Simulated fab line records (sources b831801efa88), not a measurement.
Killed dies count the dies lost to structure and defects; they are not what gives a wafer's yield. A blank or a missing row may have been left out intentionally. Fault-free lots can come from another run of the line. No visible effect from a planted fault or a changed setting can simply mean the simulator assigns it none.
Matching of chambers	flow sfq_line	cmp-01 running SFQ_TRILAYER_A5B_CMP_CMP_130: 4 sister chambers
The step polishes, stops on Nb, target thk 340.7 nm. 8 wafers are shown with their chamber, then 7 later ones without.

== WAFERS WITH THEIR CHAMBER ==
wafer	chamber	motor_current_A (A)	head_pressure_psi (psi)
L359.1	1	9.8	2.995
L360.3	1	10.5	3.009
L360.6	2	10.1	2.999
L361.1	0	8.9	2.973
L361.2	2	9.7	2.996
L361.4	3	11.2	2.992
L362.1	0	8.5	2.990
L362.2	3	10.5	2.998

== WAFERS MISSING THEIR CHAMBER ==
wafer	motor_current_A (A)	head_pressure_psi (psi)
L362.5	9.6	2.991
L365.2	10.8	3.002
L365.5	9.5	3.007
L365.6	10.6	3.009
L379.1	10.8	3.010
L379.5	10.0	3.004
L379.6	9.9	3.002

== CHAMBER TAKEN BY EACH ==
wafer	from the rows above	in truth
L362.5	can't be placed: 2 or 1 or 0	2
L365.2	can't be placed: 3 or 1 or 2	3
L365.5	can't be placed: 2 or 1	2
L365.6	can't be placed: 1 or 3 or 2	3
L379.1	can't be placed: 3 or 1 or 2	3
L379.5	can't be placed: 1 or 2 or 3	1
L379.6	can't be placed: 2 or 1 or 3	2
Correctly placed: 0 of 7. Can't be placed from these rows: 7 (the true chamber is among the candidates in 7). Number placed wrongly: 0.
How it was worked out, from the rows above alone: a wafer's distance from a chamber is the root of the sum, over the readings, of the square of ((its reading less the chamber's mean) divided by the reading's scatter). If the next closest chamber is less than 2 further off than the closest, the wafer can't be placed; otherwise it belongs to the closest. For every chamber, the mean is computed from those of its wafers that are shown. The scatter is the square root of a quotient: the sum, over the shown wafers, of each reading's squared deviation from its chamber's mean, divided by wafers minus chambers.
